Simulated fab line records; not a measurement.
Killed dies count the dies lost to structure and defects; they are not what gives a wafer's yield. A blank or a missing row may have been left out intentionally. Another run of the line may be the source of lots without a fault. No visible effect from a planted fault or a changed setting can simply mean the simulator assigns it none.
Struck lot and sound lot, side by side | flow sky130 | 17 out of 708 route steps
Sound: these wafers, L700.3, L700.4, L700.5. Struck: wafers L704.1, L704.2, L704.5. At the end, the cause is stated.
Order at every step that has rows: each side's tool, ch and its chambers, its first start. Under that, the readings that differ: sound wafers | struck wafers | difference of the means | sigmas: that difference in standard deviations of wafers without a fault.
alike: a reading whose means differ by less than 2 such deviations, as well as words and numbers matching on both sides. not compared: withheld readings; readings where some wafer has no value; bounds like >300 that might hide an equal value; numbers whose values overlap and for which the record gives no deviation.
Wherever a step has rows on one side only, a row that says differs or no value, or a row with sigmas, the two part there. When numbers do not overlap yet have no deviation, they are printed without sigmas and do not part them. A reading that every wafer of one side lacks parts them only if that side has two wafers or more.

SKY_VIA2_CMP_02: polishes SiO2.
  sound on cmp-01 ch 0,2, day 38 18:36; struck on cmp-01 ch 0,1, day 39 16:57
  alike: motorCurrentA
SKY_VIA2_BOW_MEAS_03:
  struck on filmMetro-01, day 39 17:12; sound on filmMetro-03, day 38 18:56
  alike: VIA2_BOW
then, 8 steps without rows for these wafers: SKY_VIA2_DEHYDRATE_04 (time 60 s); SKY_VIA2_HMDS_05 (prime time 60 s); SKY_VIA2_COAT_06 (resist thk 59.41 nm); SKY_VIA2_COAT_07 (resist thk 450 nm); SKY_VIA2_SOFTBAKE_08 (time 90 s); SKY_VIA2_EXPOSE_09 (exposes mask VIM2, target cd 200 nm); SKY_VIA2_PEB_10; SKY_VIA2_DEVELOP_11 (develop time 60 s).
SKY_VIA2_CD_MEAS_12: target cd 200 nm.
  struck on cdSem-02, day 40 17:14; sound on cdSem-02, day 39 20:19
  alike: cdNm
SKY_VIA2_OVL_MEAS_13:
  struck on overlay-02, day 40 17:21; sound on overlay-01, day 39 20:25
  alike: VIA2_OVL
SKY_VIA2_ETCH_14: etches BARC in N2/H2, stops on SiO2, time 45.9 s, target depth 60 nm.
  sound on rieDiel-01 ch 1,2,3, day 39 20:26; struck on rieDiel-02 ch 1,2, day 40 17:23
  no value came back on the struck wafers for any of 5 readings (biasW (W), chamberPressureMTorr (mTorr) and others); on the sound wafers biasW (W) reads 99.9 99.7 99.8
reading                                    | sound             | struck            | difference | sigmas
model.KrF-thick_of_VIA2_COAT_07.thkNm (nm) | 391.3 393.2 390.6 | 435.6 437.4 436.8 | +44.9      | 
  not compared: rfHoursCounterH
SKY_VIA2_ETCH_15: etches SiO2 in C4F8/O2/Ar, stops on TiN, target depth 546 nm, time 84 s.
  sound on rieDiel-01 ch 1,2,3, day 39 20:29; struck on rieDiel-02 ch 1,2, day 40 17:26
reading                                    | sound             | struck            | difference | sigmas
oesProductAu (a.u.)                        | 0.945 0.938 0.945 | 0.373 0.372 0.381 | -0.567     | -99 or more
model.KrF-thick_of_VIA2_COAT_07.thkNm (nm) | 282.1 285.9 280.3 | 322.8 325.7 326.3 | +42.2      | 
  alike: biasW, chamberPressureMTorr
  not compared: rfHoursCounterH
SKY_VIA2_STRIP_16: strips in O2/N2.
  sound on plasmaAsher-03 ch 0,1, day 39 20:35; struck on plasmaAsher-03 ch 0,1, day 40 17:30
reading                  | sound             | struck            | difference | sigmas
oesProductAu (a.u.)      | 0.391 0.405 0.401 | 0.422 0.414 0.426 | +0.022     | +4
stripTimeToEndpointS (s) | 4.01 4.05 4.01    | 4.46 4.50 4.49    | +0.46      | +12
  alike: drypumpMotorCurrentA
  not compared: rfHoursCounterH
then, 1 step without rows for these wafers: SKY_VIA2_STRIP_17 (strips in post etch residue remover, time 1200 s).
-- the record jumps here: 9 days lie between the struck wafers' starts before and after (it left off in module VIA2 and takes up again in module PAD_OPEN, whose first step shown is number 708 of the route) --
SKY_PAD_OPEN_PROBE_99:
  struck on prober-02, day 49 07:34; sound on prober-02, day 48 15:10
reading                 | sound          | struck         | difference | sigmas
defectLimitedYield (%)  | 78.7 80.7 81.3 | 0 0 0          | -80        | -45
killed_at_M0_to_M3      | 51 54 47       | 453 446 456    | +401       | +61
killedDies              | 105 95 92      | 492 492 492    | +395       | +45
killedOnRim             | 18 15 14       | 96 96 96       | +80        | +21
sort_bin_5_function (%) | 13.2 11.8 9.8  | 91.3 92.9 91.9 | +80.4      | +57
sortNPass               | 387 397 400    | 0 0 0          | -395       | -45
sortYieldPct (%)        | 78.7 80.7 81.3 | 0 0 0          | -80        | -45
  alike: killed_at_M4_up, killedAtContacts, killedAtFrontEnd, killedAtOther, killedOpen, killedShort, sort_bin_3_pad_short, sort_bin_6_memory

WHERE THEY PART
Last at SKY_PAD_OPEN_PROBE_99 as far as this record goes, first at SKY_VIA2_ETCH_14.

WHY: what the simulator had put in
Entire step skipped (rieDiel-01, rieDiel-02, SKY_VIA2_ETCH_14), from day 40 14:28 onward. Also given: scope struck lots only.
